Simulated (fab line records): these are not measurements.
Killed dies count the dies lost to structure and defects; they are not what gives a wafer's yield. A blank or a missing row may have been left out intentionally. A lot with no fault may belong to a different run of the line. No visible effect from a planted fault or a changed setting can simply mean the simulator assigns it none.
What tool caused it? ; flow gf180mcu ; 10 lots with 30 wafers sampled at 4 steps, on a route of 602 steps

== WHAT THE GAUGES READ, wafer by wafer ==
GF_STI_THK_MEAS_30.
lot;measured;on;STI_OXIDATION_02_THK (nm)
L138;day 2 12:37;film-metro-04;9.90 9.84 9.84
L139;day 2 17:53;film-metro-03;10.25 10.20 10.28
L140;day 2 17:53;film-metro-01;10.46 10.18 10.28
L141;day 2 22:30;film-metro-03;10.14 10.25 10.23
L145;day 3 17:27;film-metro-01;10.08 9.82 9.82
L149;day 4 15:07;film-metro-01;7.40 7.40 7.12 7.37 7.39 7.12
L150;day 4 20:55;film-metro-04;7.37 7.34 7.29 7.30 7.29 7.29
L156;day 6 05:43;film-metro-03;10.05 9.98 9.96
L160;day 7 03:55;film-metro-04;10.07 10.11 10.26
L161;day 7 05:19;film-metro-04;10.10 10.01 10.10

GF_PSD_OVL_MEAS_08.
lot;measured;on;PSD_OVL (nm)
L138;day 14 12:17;overlay-01;0.8 1.5 -0.7
L139;day 15 00:11;overlay-01;-0.7 1.3 -0.4
L140;day 14 19:44;overlay-02;-2.1 -1.1 -1.9
L141;day 15 04:17;overlay-01;0.7 0.0 2.6
L145;day 16 13:45;overlay-01;0.9 -0.8 -0.5
L149;day 18 01:20;overlay-02;-0.2 -1.2 0.0
L150;day 18 08:32;overlay-02;3.4 -1.5 1.5
L156;day 20 17:38;overlay-01;0.8 0.3 0.2
L160;day 22 05:32;overlay-02;3.7 0.0 2.9
L161;day 22 07:56;overlay-02;0.1 1.0 1.4

GF_V3_OVL_MEAS_15.
lot;measured;on;V3_OVL (nm)
L138;day 22 18:11;overlay-02;-6 -7 -1
L139;day 23 04:50;overlay-01;0 -5 2
L140;day 23 01:54;overlay-02;-3 -2 -6
L141;day 23 09:32;overlay-02;10 0 4
L145;day 24 17:39;overlay-01;2 -2 -1
L149;day 26 04:38;overlay-01;-5 -5 0
L150;day 26 10:38;overlay-01;4 0 -6
L156;day 28 10:47;overlay-01;7 5 4
L160;day 29 17:06;overlay-01;7 0 -2
L161;day 29 18:02;overlay-01;-9 -4 -2

== TOOL THAT RAN EACH LOT (tool first, then ch and the chambers of the sampled wafers, then the start) ==
lot;GF_STI_OXIDATION_29
L138;furnace-02 ch 0, day 2 11:13
L139;furnace-02 ch 0, day 2 16:29
L140;furnace-02 ch 0, day 2 16:29
L141;furnace-02 ch 0, day 2 21:06
L145;furnace-01 ch 0, day 3 16:02
L149;furnace-02 ch 0, day 4 13:43
L150;furnace-02 ch 0, day 4 19:31
L156;furnace-01 ch 0, day 6 04:19
L160;furnace-01 ch 0, day 7 02:31
L161;furnace-01 ch 0, day 7 03:55
- GF_STI_OXIDATION_29: stabilise 600 s, purge 300 s, target thk 10 nm.

== AS READ BY THE TOOLS THEMSELVES (means over the sampled wafers that have a number; for cases with no such wafer, the mark the record gives instead) ==
GF_STI_OXIDATION_29.
lot;tool;spike-tc-bottom-C (C);spike-tc-centre-C (C)
L138;furnace-02;919.8;901.4
L139;furnace-02;920.0;901.6
L140;furnace-02;921.1;900.5
L141;furnace-02;920.7;902.0
L145;furnace-01;925.0;901.1
L149;furnace-02;919.1;902.3
L150;furnace-02;920.7;901.6
L156;furnace-01;925.1;900.7
L160;furnace-01;925.6;898.8
L161;furnace-01;925.2;899.7

== THE ANSWER, worked out from the rows above alone ==
Rule: the usual values come from the lots themselves. Put in order of their means at a reading, lots are off if they are a third of the lots or fewer, leave a main group of 4 or more, and stand apart from it by a gap of 3 or more times the standard deviation of the main group's means; of several such gaps the widest counts. If all means in a main group match to the digits the tables above print for the reading, that group is not used. A lot without any number at a reading at which 4 lots or more have one is off too. Any other lot the step has rows for is counted as sound. Order of review: gauges by route order, followed by the tools' own readings, for which a lot's mean as printed above is used. At the first step where some lot is off, the reading lying furthest off is the one used; lots without a number count as furthest.
Off: at GF_STI_THK_MEAS_30 (STI_OXIDATION_02_THK), L149, L150. The main group has a mean of 10.09 nm with a standard deviation of 0.15.
If a tool, at a process step before that reading, ran all the lots that are off and no sound lot after the first of them, it fits. Those tools and the gauges at GF_STI_THK_MEAS_30 are tried in the same way. One fits: furnace-02 at GF_STI_OXIDATION_29. A fault onset in the window from L141 (day 2 21:06, its last sound lot) to L149 (day 4 13:43, its first lot off) fits.

== WHAT THE SIMULATOR HAD INSERTED ==
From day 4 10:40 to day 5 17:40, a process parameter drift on furnace-02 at GF_STI_OXIDATION_29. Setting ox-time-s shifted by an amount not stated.
Lots struck among those shown: L149, L150. This agrees with what the rule above found.
